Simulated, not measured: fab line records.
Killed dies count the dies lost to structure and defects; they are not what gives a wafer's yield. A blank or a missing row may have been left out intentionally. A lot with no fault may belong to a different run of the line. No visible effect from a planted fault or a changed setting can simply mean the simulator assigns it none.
Struck lot and sound lot, side by side | flow gf180mcu | 32 steps out of a route of 602
Sound: wafers L723.1, L723.4, L723.5. Wafers L729.1, L729.4, L729.6 were the ones struck. The cause is given at the end.
For every step that has rows: the tool of each side, followed by ch and its chambers, followed by its first start. Under that, the readings that differ: sound wafers | struck wafers | difference of the means | sigmas: that difference in standard deviations of wafers without a fault.
alike: readings with means less than 2 such deviations apart, plus words and numbers identical on both sides. not compared: withheld readings, readings lacking a value on some wafer, bounds such as >300 that could conceal the same value, and numbers that have no deviation in the record and whose values overlap.
Wherever a step has rows on one side only, a row that says differs or no value, or a row with sigmas, the two part there. Numbers that don't overlap but have no deviation are shown without sigmas and don't part them. A reading that every wafer of one side lacks parts them only if that side has two wafers or more.

GF_HV_LDD_TW_MEAS_23:
  sound: film-metro-01 at day 12 07:36; struck: film-metro-02 at day 14 19:18
  alike: HV_LDD_2_TW
then, 7 steps without rows for these wafers: GF_HV_LDD_DEHYDRATE_24 (time 60 s); GF_HV_LDD_HMDS_25 (prime time 60 s); GF_HV_LDD_COAT_26 (resist thk 1000 nm); GF_HV_LDD_SOFTBAKE_27 (time 60 s); GF_HV_LDD_EXPOSE_28 (exposes mask Nplus HV AREA, target cd 400 nm); GF_HV_LDD_PEB_29; GF_HV_LDD_DEVELOP_30 (develop time 60 s).
GF_HV_LDD_CD_MEAS_31: target cd 400 nm.
  sound: cd-sem-01 at day 13 02:20; struck: cd-sem-01 at day 15 17:26
  alike: cd-nm
GF_HV_LDD_OVL_MEAS_32:
  sound: overlay-01 at day 13 02:27; struck: overlay-02 at day 15 17:33
  alike: HV_LDD_02_OVL
then, 2 steps without rows for these wafers: GF_HV_LDD_IMPLANT_33; GF_HV_LDD_IMPLANT_34.
GF_HV_LDD_IMPLANT_35:
  struck on implanter-01, day 15 17:53; sound on implanter-01 ch 0, day 13 02:47
  no value came back on the struck wafers for beam-energy-keV, beam-on-s (s), faraday-current-uA; on the sound wafers beam-energy-keV reads 60.015 59.968 59.975
after that, 1 step had no rows for these wafers: GF_HV_LDD_IMPLANT_36.
GF_HV_LDD_STRIP_37: strips in O2/N2.
  sound on plasma-asher-03 ch 0,1, day 13 03:05; struck on plasma-asher-01 ch 0,1, day 15 18:11
  reading                      | sound             | struck            | difference | sigmas
  strip-time-to-endpoint-s (s) | 12.63 12.58 12.61 | 12.71 12.70 12.64 | +0.08      | +2
  alike: drypump-motor-current-A, heater-power-w, oes-product-au
  not compared: rf-hours-counter-h
GF_HV_LDD_TW_MEAS_38:
  sound: film-metro-02 at day 13 03:11; struck: film-metro-02 at day 15 18:17
  reading     | sound          | struck         | difference | sigmas
  HV_LDD_3_TW | 1436 1438 1440 | 1318 1321 1312 | -121       | -9
then, 7 steps without rows for these wafers: GF_HV_LDD_DEHYDRATE_39 (time 60 s); GF_HV_LDD_HMDS_40 (prime time 60 s); GF_HV_LDD_COAT_41 (resist thk 1000 nm); GF_HV_LDD_SOFTBAKE_42 (time 60 s); GF_HV_LDD_EXPOSE_43 (exposes mask Pplus HV AREA, target cd 400 nm); GF_HV_LDD_PEB_44; GF_HV_LDD_DEVELOP_45 (develop time 60 s).
GF_HV_LDD_CD_MEAS_46: target cd 400 nm.
  sound: cd-sem-02 at day 13 23:40; struck: cd-sem-02 at day 16 16:39
  alike: cd-nm
GF_HV_LDD_OVL_MEAS_47:
  sound: overlay-02 at day 13 23:47; struck: overlay-02 at day 16 16:46
  alike: HV_LDD_03_OVL
after that, 1 step had no rows for these wafers: GF_HV_LDD_IMPLANT_48.
GF_HV_LDD_STRIP_49: strips in O2/N2.
  sound on plasma-asher-01 ch 0,1, day 13 23:58; struck on plasma-asher-04 ch 1, day 16 16:58
  alike: drypump-motor-current-A, heater-power-w, oes-product-au, strip-time-to-endpoint-s
  not compared: rf-hours-counter-h
GF_HV_LDD_TW_MEAS_50:
  sound: film-metro-01 at day 14 00:04; struck: film-metro-01 at day 16 17:04
  alike: HV_LDD_4_TW
then, 1 step without rows for these wafers: GF_HV_LDD_CLEAN_51 (cleans in SC1/SC2, time 150 s).
GF_HV_LDD_RTA_52: time 10 s.
  sound on rtp-anneal-01 ch 0, day 14 00:10; struck on rtp-anneal-01 ch 0, day 16 17:10
  alike: anneal-temp-c-max, lamp-power-pct, wafer_temp_C_max
GF_HV_LDD_RS_MEAS_53: measures by four-point-probe.
  sound: film-metro-03 at day 14 00:14; struck: film-metro-02 at day 16 17:14
  reading            | sound             | struck            | difference | sigmas
  HV_LDD_RS (ohm/sq) | 417.7 418.6 417.5 | 439.3 438.6 439.2 | +21.1      | +22
then, 1 step without rows for these wafers: GF_HV_LDD_CVD_54 (deposits SiO2 from TEOS, target thk 10 nm, time 75 s).

== WHERE THEY PART ==
Earliest at GF_HV_LDD_IMPLANT_35; latest, in this record, at GF_HV_LDD_RS_MEAS_53.

WHY: what the simulator had put in
Beginning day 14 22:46, the whole step at GF_HV_LDD_IMPLANT_35 was skipped on implanter-01. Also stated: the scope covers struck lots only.
